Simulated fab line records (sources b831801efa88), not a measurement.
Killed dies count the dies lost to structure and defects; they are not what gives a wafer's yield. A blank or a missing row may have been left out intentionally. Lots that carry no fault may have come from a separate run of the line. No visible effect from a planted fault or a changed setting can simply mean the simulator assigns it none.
Matching of chambers ; flow sky130 ; rie-diel-04 running SKY_CONTACT_ETCH_18: 4 sister chambers
The step etches Si3N4 in CHF3/O2, stops on TiN, time 39 s, target depth 75 nm. 8 wafers are shown with their chamber, then 7 later ones without.

== EACH WAFER AND ITS CHAMBER ==
wafer;chamber;rf-fwd-power-W (W);oes-product-au (a.u.)
L742.1;2;591.1;0.851
L750.4;3;596.0;0.843
L750.6;0;591.8;0.849
L756.2;3;595.5;0.846
L756.3;0;594.8;0.847
L756.4;1;592.9;0.852
L758.2;1;593.0;0.853
L758.3;2;591.7;0.847

== WAFERS MISSING THEIR CHAMBER ==
wafer;rf-fwd-power-W (W);oes-product-au (a.u.)
L758.6;594.0;0.852
L759.1;592.7;0.855
L759.3;588.3;0.858
L759.4;590.8;0.864
L761.1;590.0;0.842
L761.4;590.6;0.860
L761.6;592.0;0.859

== EACH ONE'S CHAMBER ==
wafer;from the rows above;in truth
L758.6;can't be placed: 1 or 0 or 2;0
L759.1;1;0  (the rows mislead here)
L759.3;can't be placed: 1 or 2 or 0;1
L759.4;can't be placed: 1 or 2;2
L761.1;can't be placed: 2 or 0 or 3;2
L761.4;can't be placed: 1 or 2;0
L761.6;can't be placed: 1 or 2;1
Correctly placed: 0 of 7. Can't be placed from these rows: 6 (the true chamber is among the candidates in 5). 1 placed wrongly.
How it was worked out, from the rows above alone: a wafer's distance from a chamber is the root of the sum, over the readings, of the square of ((its reading less the chamber's mean) divided by the reading's scatter). If the next closest chamber is less than 2 further off than the closest, the wafer can't be placed; otherwise it belongs to the closest. Each chamber's mean is taken over the wafers shown for it. The scatter: take each reading less its chamber's mean, square it, sum over the shown wafers, divide by the number of wafers less the number of chambers, and take the root.
